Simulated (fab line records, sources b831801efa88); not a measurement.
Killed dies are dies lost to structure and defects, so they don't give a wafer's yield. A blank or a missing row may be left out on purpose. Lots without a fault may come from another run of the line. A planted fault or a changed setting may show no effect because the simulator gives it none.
Which tool did it? | flow gf180mcu | 24 lots, 72 wafers sampled, at 2 steps of a route of 602

WHAT THE GAUGES READ, wafer by wafer
GF_STI_THK_MEAS_04.
lot  | measured    | on            | STI_CVD_03_THK (nm)
L074 | day 1 14:17 | film_metro-01 | 205.7 205.4 207.0
L075 | day 1 19:08 | film_metro-04 | 208.4 209.2 207.4
L076 | day 2 02:02 | film_metro-01 | 205.8 205.7 205.4
L077 | day 2 04:34 | film_metro-01 | 205.1 206.5 205.9
L078 | day 2 09:59 | film_metro-03 | 209.1 209.5 208.4
L079 | day 2 16:00 | film_metro-01 | 207.8 208.0 206.8
L080 | day 2 20:34 | film_metro-01 | 210.2 208.7 209.8
L081 | day 3 00:34 | film_metro-04 | 201.9 202.4 203.6
L082 | day 3 05:34 | film_metro-04 | 206.0 205.4 203.8
L083 | day 3 10:34 | film_metro-03 | 205.6 206.5 205.6
L084 | day 3 16:49 | film_metro-04 | 207.9 205.9 205.0
L085 | day 4 00:59 | film_metro-01 | 203.7 204.1 204.0
L086 | day 4 04:55 | film_metro-01 | 206.3 207.6 206.8
L087 | day 4 11:37 | film_metro-01 | 205.8 205.1 204.0
L088 | day 4 11:37 | film_metro-03 | 209.0 211.4 211.1
L089 | day 4 18:20 | film_metro-04 | 207.9 208.6 206.7
L090 | day 4 22:22 | film_metro-04 | 202.6 205.0 203.8
L091 | day 5 06:22 | film_metro-04 | 203.3 204.4 203.5
L092 | day 5 10:26 | film_metro-03 | 206.5 207.2 205.1
L093 | day 5 17:03 | film_metro-01 | 204.9 203.2 205.1
L094 | day 5 22:47 | film_metro-03 | 205.7 204.6 202.9
L095 | day 5 22:47 | film_metro-04 | 201.9 203.0 203.4
L096 | day 6 04:20 | film_metro-03 | 211.4 211.7 211.6
L097 | day 6 09:33 | film_metro-04 | 206.4 206.0 207.0

GF_VT_IMPLANT_RS_MEAS_46: measures by four-point-probe.
lot  | measured     | on            | MVSD_RS (ohm/sq)
L074 | day 7 12:22  | film_metro-01 | 458.8 458.4 458.4
L075 | day 7 14:25  | film_metro-03 | 457.6 457.7 458.1
L076 | day 7 23:51  | film_metro-02 | 457.7 459.5 458.6
L077 | day 8 05:20  | film_metro-01 | 459.4 459.1 461.4
L078 | day 8 08:49  | film_metro-03 | 458.8 458.6 458.1
L079 | day 8 20:10  | film_metro-01 | 459.2 458.2 458.1
L080 | day 9 05:23  | film_metro-02 | 457.7 458.4 458.0
L081 | day 9 16:47  | film_metro-01 | 460.0 459.5 460.4
L082 | day 10 02:25 | film_metro-03 | 457.8 457.7 457.1
L083 | day 10 03:40 | film_metro-03 | 459.1 458.9 458.6
L084 | day 10 16:10 | film_metro-01 | 459.5 458.5 459.4
L085 | day 10 23:06 | film_metro-03 | 458.4 456.9 457.7
L086 | day 11 05:21 | film_metro-02 | 457.1 456.8 458.6
L087 | day 11 17:39 | film_metro-01 | 457.4 457.2 459.0
L088 | day 11 16:33 | film_metro-01 | 460.8 458.8 459.6
L089 | day 12 05:52 | film_metro-02 | 460.2 459.3 459.1
L090 | day 12 04:28 | film_metro-01 | 456.9 457.2 456.2
L091 | day 12 10:13 | film_metro-03 | 457.6 458.6 457.8
L092 | day 12 16:30 | film_metro-02 | 457.0 457.3 457.3
L093 | day 13 00:37 | film_metro-03 | 457.0 457.0 456.5
L094 | day 13 07:52 | film_metro-03 | 459.2 459.1 458.9
L095 | day 13 10:40 | film_metro-02 | 458.2 457.6 458.8
L096 | day 13 17:59 | film_metro-02 | 459.3 459.0 459.0
L097 | day 14 01:30 | film_metro-02 | 458.4 457.7 457.5

WHICH TOOL RAN EACH LOT (tool, then ch and the chambers of the sampled wafers, then the start)
The record holds no process step before these readings.

WHAT THE TOOLS THEMSELVES READ (means of the sampled wafers that have a number; where no wafer has one, the mark that the record gives instead)
The record holds no such reading with a usual standard deviation.

THE ANSWER, worked out from the rows above alone
Rule: what is usual is taken from the lots themselves. Put in order of their means at a reading, lots are off if they are a third of the lots or fewer, leave a main group of 4 or more, and stand apart from it by a gap of 3 or more times the standard deviation of the main group's means; of several such gaps the widest counts. A main group whose means are all the same, to the digits that the tables above print for the reading, isn't used. A lot without any number at a reading at which 4 lots or more have one is off too. The other lots that the step has rows for count as sound. The gauges are gone through in route order, then the tools' own readings, and for those a lot's mean is taken as printed above. The first step at which some lot is off is used, and at that step the reading that is off furthest; a lot without a number counts as furthest.
No lot is off at any reading shown: from this, nothing can be told.

WHAT THE SIMULATOR HAD PUT IN
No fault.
